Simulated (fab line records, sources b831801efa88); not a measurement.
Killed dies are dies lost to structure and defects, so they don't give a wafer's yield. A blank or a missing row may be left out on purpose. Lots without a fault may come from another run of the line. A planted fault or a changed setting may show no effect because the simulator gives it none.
fab line records | flow gf180mcu
record lots=11 wafers=33 last_day=34
route steps=602 shown MIM@506 M5@535 TOP_METAL@569
lots that met no fault: from a run of the same line without faults
start_h: hours from the record's first day to the start of the lot's first wafer shown | wait_h: hours since the lot's step before | " the same as in the row above | L1.1+2: a row that stands for several wafers | - no value, or no start given | * or withheld: withheld | < > ~ a bound
route shown NAME@n: a module of which the file shows steps, and the number in the route of the first | usual: mean/standard deviation of fault-free wafers | same: alike in all rows | chamber/n: place in a boat | sites: the reading at each site | _std_site: their standard deviation | _edge_site: outer sites' mean less inner sites' | radius_mm: how far each site lies from the wafer's centre | mask NAME#n: copy n | behind: the tool/chamber that last shaped the wafer | hold: why the lot was held/for how many hours/how that ended | device: the transistor (n, p or np) that didn't switch | end of line: the same wafers' tests at the end of the route | a step without rows: its recipe alone | killed: dies lost to structure and defects at the first sort, not the wafer's yield | map: a wafer's dies, x killed, . not, _ none there
set.NAME: the setting as run; set.NAME@STEP: as run at that earlier step | model.NAME: the simulator's own value behind a step, which no gauge read
steps of the route over a sample of lots; a table a step, a row a wafer
services: from which hour (start_h, from the record's first day; less than 0 if before it) a tool's chamber was out of use, for how many hours, and why
## steps
# step GF_MIM_SPUTTER_03
# recipe material=Ti target_thk_nm=10 substrate_temp_c=300 chamber_pressure_pa=0.3 power_w=3000 time_s=6.7
# usual throttle_valve_pct=30.3/1.3
# columns lot.wafer tool chamber start_h wait_h throttle_valve_pct
L527.1 pvd_sputter-03 - 558.56 0.0 30.0
L527.3 " - " " 29.4
L527.4 " - " " 29.4
L528.3 pvd_sputter-03 - 583.74 0.0 30.0
L528.4 " - " " 29.7
L528.6 " - " " 30.1
L531.2 pvd_sputter-02 - 599.78 0.0 28.9
L531.3 " - " " 32.6
L531.4 " - " " 29.6
L532.2 pvd_sputter-03 - 602.23 0.0 30.2
L532.3 " - " " 29.6
L532.4 " - " " 29.5
L533.2 pvd_sputter-02 - 609.03 0.0 29.3
L533.3 " - " " 29.1
L533.4 " - " " 32.4
L536.2 pvd_sputter-02 - 635.08 0.0 32.0
L536.3 " - " " 32.5
L536.4 " - " " 29.3
L539.1 pvd_sputter-01 - 657.70 0.0 29.7
L539.2 " - " " 27.6
L539.4 " - " " 31.5
L540.2 pvd_sputter-03 - 665.39 0.0 29.5
L540.3 " - " " 29.7
L540.6 " - " " 30.5
L543.1 pvd_sputter-02 - 683.11 0.0 29.1
L543.2 " - " " 32.8
L543.5 " - " " 33.0
L544.2 pvd_sputter-01 - 693.99 0.0 29.7
L544.5 " - " " 28.2
L544.6 " - " " 29.8
L550.3 pvd_sputter-02 - 728.81 0.0 28.9
L550.4 " - " " 32.6
L550.5 " - " " 29.6
# step GF_MIM_SPUTTER_07
# recipe material=TiN target_thk_nm=60 power_w=6500 time_s=50 chamber_pressure_pa=0.4
# usual throttle_valve_pct=30.2/1.2
# columns lot.wafer tool chamber start_h wait_h throttle_valve_pct
L527.1 pvd_sputter-01 - 558.72 0.1 28.4
L527.3 " - " " 29.7
L527.4 " - " " 31.6
L528.3 pvd_sputter-01 - 583.89 0.0 28.1
L528.4 " - " " 30.7
L528.6 " - " " 28.0
L531.2 pvd_sputter-01 - 599.93 0.0 30.0
L531.3 " - " " 31.4
L531.4 " - " " 28.2
L532.2 pvd_sputter-01 - 602.38 0.0 29.6
L532.3 " - " " 30.9
L532.4 " - " " 31.7
L533.2 pvd_sputter-01 - 609.18 0.0 28.3
L533.3 " - " " 31.0
L533.4 " - " " 29.9
L536.2 pvd_sputter-03 - 635.23 0.0 29.6
L536.3 " - " " 29.6
L536.4 " - " " 29.3
L539.1 pvd_sputter-02 - 657.85 0.1 31.9
L539.2 " - " " 28.9
L539.4 " - " " 29.4
L540.2 pvd_sputter-01 - 665.55 0.0 30.9
L540.3 " - " " 31.5
L540.6 " - " " 28.1
L543.1 pvd_sputter-03 - 683.28 0.1 29.4
L543.2 " - " " 30.2
L543.5 " - " " 29.5
L544.2 pvd_sputter-03 - 694.14 0.0 30.6
L544.5 " - " " 29.6
L544.6 " - " " 30.2
L550.3 pvd_sputter-03 - 728.96 0.0 30.8
L550.4 " - " " 29.6
L550.5 " - " " 30.8
# step GF_M5_ETCH_09
# recipe chemistry=CF4/O2 target=Si3N4 target_depth_nm=52 source_w=800 bias_w=150 pressure_mtorr=150 cf4_flow_sccm=80 O2_flow_sccm=10 time_s=11.6
# usual drypump_motor_current_A=5.7/0.4 oes_product_au=0.998/0.0073 throttle_valve_pct=5.970/0.0091
# columns lot.wafer tool chamber start_h wait_h drypump_motor_current_A oes_product_au rf_hours_counter_h throttle_valve_pct
L527.1 rie_diel-01 1 601.56 0.0 5.2 0.995 4 5.973
L527.3 " 0 " " 6.3 0.998 6 5.969
L527.4 " 3 " " 5.9 0.994 3 5.964
L528.3 rie_diel-01 0 625.80 0.0 6.3 1.006 7 5.971
L528.4 " 2 " " 5.7 0.999 60 5.970
L528.6 " 3 " " 5.8 0.998 - 5.956
L531.2 rie_diel-04 0 641.63 0.0 5.2 1.013 21 5.976
L531.3 " 1 " " 5.5 1.006 13 5.970
L531.4 " 3 " " 5.8 1.004 53 5.972
L532.2 rie_diel-04 3 644.25 0.0 5.8 0.989 53 5.971
L532.3 " 2 " " 5.5 0.988 17 5.948
L532.4 " 0 " " 5.2 1.004 21 5.972
L533.2 rie_diel-01 0 650.16 0.0 6.3 0.994 8 5.979
L533.3 " 3 " " 5.9 0.993 4 5.980
L533.4 " 2 " " 5.7 0.988 61 5.963
L536.2 rie_diel-01 0 675.68 0.0 6.2 1.000 8 5.984
L536.3 " 3 " " 5.8 0.998 5 5.961
L536.4 " 1 " " 5.2 1.000 7 5.964
L539.1 rie_diel-01 1 696.84 0.0 5.2 0.996 8 5.964
L539.2 " 3 " " 5.9 0.996 6 5.972
L539.4 " 1 " " 5.2 1.008 - 5.972
L540.2 rie_diel-01 3 703.30 0.0 5.9 0.992 6 5.968
L540.3 " 1 " " 5.2 0.991 8 5.962
L540.6 " 3 " " 5.9 1.001 - 5.972
L543.1 rie_diel-01 2 719.98 0.0 5.7 0.994 0 5.976
L543.2 " 0 " " 6.3 1.006 10 5.976
L543.5 " 3 " " 5.8 0.986 - 5.955
L544.2 rie_diel-01 0 730.99 0.0 6.2 0.992 11 5.955
L544.5 " 1 " " 5.2 0.995 - 5.964
L544.6 " 2 " " 5.7 1.001 - 5.951
L550.3 rie_diel-01 1 763.24 0.0 5.2 1.006 10 5.975
L550.4 " 0 " " 6.2 1.004 12 5.981
L550.5 " 3 " " 5.8 0.988 - 5.975
# step GF_TOP_METAL_SPUTTER_02
# recipe material=AlCu target_thk_nm=900 power_w=10600 chamber_pressure_pa=0.3 substrate_temp_c=250 gas=Ar time_s=47.82
# usual throttle_valve_pct=30.0/1.1
# columns lot.wafer tool chamber start_h wait_h throttle_valve_pct
L527.1 pvd_sputter-04 - 625.37 0.0 28.8
L527.3 " - " " 31.0
L527.4 " - " " 30.0
L528.3 pvd_sputter-02 - 648.70 0.0 29.6
L528.4 " - " " 32.5
L528.6 " - " " 32.1
L531.2 pvd_sputter-04 - 663.79 0.0 29.2
L531.3 " - " " 30.1
L531.4 " - " " 29.0
L532.2 pvd_sputter-03 - 667.18 0.0 29.5
L532.3 " - " " 31.0
L532.4 " - " " 29.5
L533.2 pvd_sputter-03 - 672.03 0.0 30.6
L533.3 " - " " 29.8
L533.4 " - " " 29.3
L536.2 pvd_sputter-04 - 698.07 0.0 29.1
L536.3 " - " " 28.6
L536.4 " - " " 30.9
L539.1 pvd_sputter-04 - 718.48 0.0 28.9
L539.2 " - " " 28.9
L539.4 " - " " 29.9
L540.2 pvd_sputter-04 - 723.61 0.0 29.8
L540.3 " - " " 30.9
L540.6 " - " " 30.4
L543.1 pvd_sputter-04 - 746.25 0.0 31.0
L543.2 " - " " 29.8
L543.5 " - " " 30.7
L544.2 pvd_sputter-02 - 750.98 0.0 31.9
L544.5 " - " " 29.3
L544.6 " - " " 28.9
L550.3 pvd_sputter-02 - 781.96 0.0 28.7
L550.4 " - " " 29.3
L550.5 " - " " 32.0
# step GF_TOP_METAL_RS_MEAS_05
# recipe thk_meas_gauge=four-point-probe reads=TiN_of_TOP_METAL_SPUTTER_04+Ti_of_TOP_METAL_SPUTTER_03+AlCu_of_TOP_METAL_SPUTTER_02+TiN_of_TOP_METAL_SPUTTER_01+Ti_of_TOP_METAL_SPUTTER_00
# usual TOP_METAL_ALCU_RS=0.03275/0.00029
# columns lot.wafer tool chamber start_h wait_h hold TOP_METAL_ALCU_RS[ohm/sq]
L527.1 film_metro-04 - 625.46 0.0 - 0.03255
L527.3 " - " " - 0.03247
L527.4 " - " " - 0.03234
L528.3 film_metro-03 - 648.83 0.1 - 0.03271
L528.4 " - " " - 0.03275
L528.6 " - " " - 0.0332
L531.2 film_metro-04 - 663.90 0.0 - 0.03216
L531.3 " - " " - 0.03237
L531.4 " - " " - 0.03229
L532.2 film_metro-03 - 667.30 0.0 - 0.03272
L532.3 " - " " - 0.03298
L532.4 " - " " - 0.03275
L533.2 film_metro-02 - 672.15 0.0 - 0.0327
L533.3 " - " " - 0.03205
L533.4 " - " " - 0.03254
L536.2 film_metro-02 - 698.18 0.0 - 0.03255
L536.3 " - " " - 0.03243
L536.4 " - " " - 0.03247
L539.1 film_metro-04 - 718.57 0.0 - 0.03275
L539.2 " - " " - 0.03258
L539.4 " - " " - 0.03261
L540.2 film_metro-04 - 723.72 0.0 await_dispo/0.2h/release 0.03308
L540.3 " - " " await_dispo/0.2h/release 0.04281
L540.6 " - " " await_dispo/0.2h/release 0.04248
L540.2 film_metro-04 - 724.00 0.3 - 0.03313
L540.3 " - " " - 0.04277
L540.6 " - " " - 0.04242
L543.1 film_metro-04 - 746.34 0.0 await_dispo/0.2h/release 0.043
L543.2 " - " " await_dispo/0.2h/release 0.03336
L543.5 " - " " await_dispo/0.2h/release 0.04335
L543.1 film_metro-04 - 746.62 0.3 - 0.043
L543.2 " - " " - 0.03331
L543.5 " - " " - 0.04318
L544.2 film_metro-03 - 751.15 0.1 - 0.03239
L544.5 " - " " - 0.03254
L544.6 " - " " - 0.03253
L550.3 film_metro-03 - 782.09 0.1 - 0.0327
L550.4 " - " " - 0.03283
L550.5 " - " " - 0.03283
# step GF_TOP_METAL_THK_MEAS_06
# recipe thk_meas_gauge=xrf reads=AlCu_of_TOP_METAL_SPUTTER_02
# usual TOP_METAL_ALCU_THK=899/9.7
# columns lot.wafer tool chamber start_h wait_h hold TOP_METAL_ALCU_THK[nm]
L527.1 film_metro-04 - 625.58 0.1 - 906
L527.3 " - " " - 902
L527.4 " - " " - 908
L528.3 film_metro-03 - 648.93 0.1 - 901
L528.4 " - " " - 901
L528.6 " - " " - 890
L531.2 film_metro-04 - 664.01 0.1 - 919
L531.3 " - " " - 918
L531.4 " - " " - 915
L532.2 film_metro-03 - 667.41 0.1 - 902
L532.3 " - " " - 895
L532.4 " - " " - 902
L533.2 film_metro-02 - 672.26 0.1 - 887
L533.3 " - " " - 913
L533.4 " - " " - 893
L536.2 film_metro-02 - 698.29 0.1 - 895
L536.3 " - " " - 900
L536.4 " - " " - 899
L539.1 film_metro-04 - 718.69 0.1 - 913
L539.2 " - " " - 910
L539.4 " - " " - 914
L540.2 film_metro-04 - 726.63 2.6 await_dispo/0.2h/release 888
L540.3 " - " " await_dispo/0.2h/release 689
L540.6 " - " " await_dispo/0.2h/release 696
L540.2 film_metro-04 - 726.87 0.2 - 885
L540.3 " - " " - 687
L540.6 " - " " - 692
L543.1 film_metro-04 - 748.78 2.1 await_dispo/0.2h/release 690
L543.2 " - " " await_dispo/0.2h/release 891
L543.5 " - " " await_dispo/0.2h/release 686
L543.1 film_metro-04 - 749.01 0.2 - 694
L543.2 " - " " - 889
L543.5 " - " " - 687
L544.2 film_metro-03 - 751.26 0.1 - 904
L544.5 " - " " - 897
L544.6 " - " " - 894
L550.3 film_metro-03 - 782.19 0.1 - 898
L550.4 " - " " - 897
L550.5 " - " " - 891
## services
# columns tool chamber start_h hours kind
pvd_sputter-01 - 538.21 3.4 repair
pvd_sputter-02 - 542.69 24.9 repair
rie_diel-01 - 543.99 0.2 repair
rie_diel-04 - 548.82 1.1 repair
rie_diel-01 3 551.58 6.4 repair
pvd_sputter-04 - 565.47 3.3 repair
pvd_sputter-02 - 597.88 0.5 repair
rie_diel-04 0 614.57 5.5 repair
pvd_sputter-03 0 617.55 - consumable_replace:kit
pvd_sputter-03 0 617.55 18.0 scheduled_down
pvd_sputter-03 0 617.55 18.0 vent_cycle
rie_diel-01 0 634.40 3.2 repair
pvd_sputter-04 - 655.53 2.1 repair
pvd_sputter-02 - 663.89 8.5 repair
rie_diel-04 0 666.67 3.7 repair
rie_diel-01 - 679.32 2.9 repair
pvd_sputter-04 - 682.50 5.5 repair
rie_diel-01 2 684.54 10.8 repair
pvd_sputter-01 - 714.49 1.8 repair
pvd_sputter-03 - 721.30 5.2 repair
pvd_sputter-03 3 758.48 - consumable_replace:kit
pvd_sputter-03 3 758.48 18.0 scheduled_down
rie_diel-01 1 764.16 3.6 repair
rie_diel-04 0 767.07 2.6 repair
## key
first_sign step=GF_TOP_METAL_RS_MEAS_05 reading=visit direction=added
effect step=GF_TOP_METAL_RS_MEAS_05 reading=TOP_METAL_ALCU_RS direction=up sigmas=35 usual=0.03275 struck=0.04291
effect step=GF_TOP_METAL_THK_MEAS_06 reading=visit direction=added
effect step=GF_TOP_METAL_THK_MEAS_06 reading=TOP_METAL_ALCU_THK direction=down sigmas=22 usual=899 struck=690
met_at GF_TOP_METAL_SPUTTER_02
struck_lots L540,L543
struck_wafers L540.3,L540.6,L543.1,L543.5
not_acting_at GF_MIM_SPUTTER_03,GF_MIM_SPUTTER_07,GF_M5_ETCH_09
onset_between 698.07 723.61
fault kind=process_parameter_drift tool=pvd_sputter-04 chamber=- onset_h=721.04 steps=GF_TOP_METAL_SPUTTER_02 channel=target_thk_nm offset=-198.64 shape=step end_h=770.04 acts_in=these_recipes_only stated=900 scope=struck_wafers_only
